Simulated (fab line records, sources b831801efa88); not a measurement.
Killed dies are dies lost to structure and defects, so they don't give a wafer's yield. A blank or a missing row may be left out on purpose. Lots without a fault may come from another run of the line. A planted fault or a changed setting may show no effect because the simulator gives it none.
Chamber matching | flow gf180mcu | GF_POLY_GATE_ETCH_13 on rie_si-01: 4 sister chambers
The step etches poly-Si in HBr/Cl2, stops on SiO2, target depth 198.5 nm, time 69.6 s. 4 wafers are shown with their chamber, then 7 later ones without.

WAFERS WITH THEIR CHAMBER
wafer  | chamber | drypump_motor_current_A (A)
L624.4 | 3       | 5.1
L624.5 | 1       | 5.2
L625.1 | 0       | 5.1
L625.3 | 2       | 6.4

WAFERS WITHOUT THEIR CHAMBER
wafer  | drypump_motor_current_A (A)
L625.4 | 5.1
L629.2 | 6.3
L629.3 | 5.0
L629.6 | 6.3
L630.1 | 6.3
L630.2 | 5.1
L630.5 | 5.1

WHICH CHAMBER EACH WENT THROUGH
wafer  | from the rows above          | in truth
L625.4 | can't be placed: 0 or 3 or 1 | 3
L629.2 | 2                            | 2
L629.3 | can't be placed: 0 or 3 or 1 | 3
L629.6 | 2                            | 2
L630.1 | 2                            | 2
L630.2 | can't be placed: 0 or 3 or 1 | 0
L630.5 | can't be placed: 0 or 3 or 1 | 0
Placed correctly: 3 of 7. Can't be placed from these rows: 4 (the true chamber is among the candidates in 4). Placed wrongly: 0.
How it was worked out, from the rows above alone: a wafer's distance from a chamber is the root of the sum, over the readings, of the square of ((its reading less the chamber's mean) divided by the reading's scatter). The wafer belongs to the nearest chamber; if the next one is less than 2 further off, it can't be placed. A chamber's mean is the mean of its shown wafers. The scatter: with one shown wafer a chamber, the root of the mean of the squares of how far each hidden wafer lies from its nearest shown one.
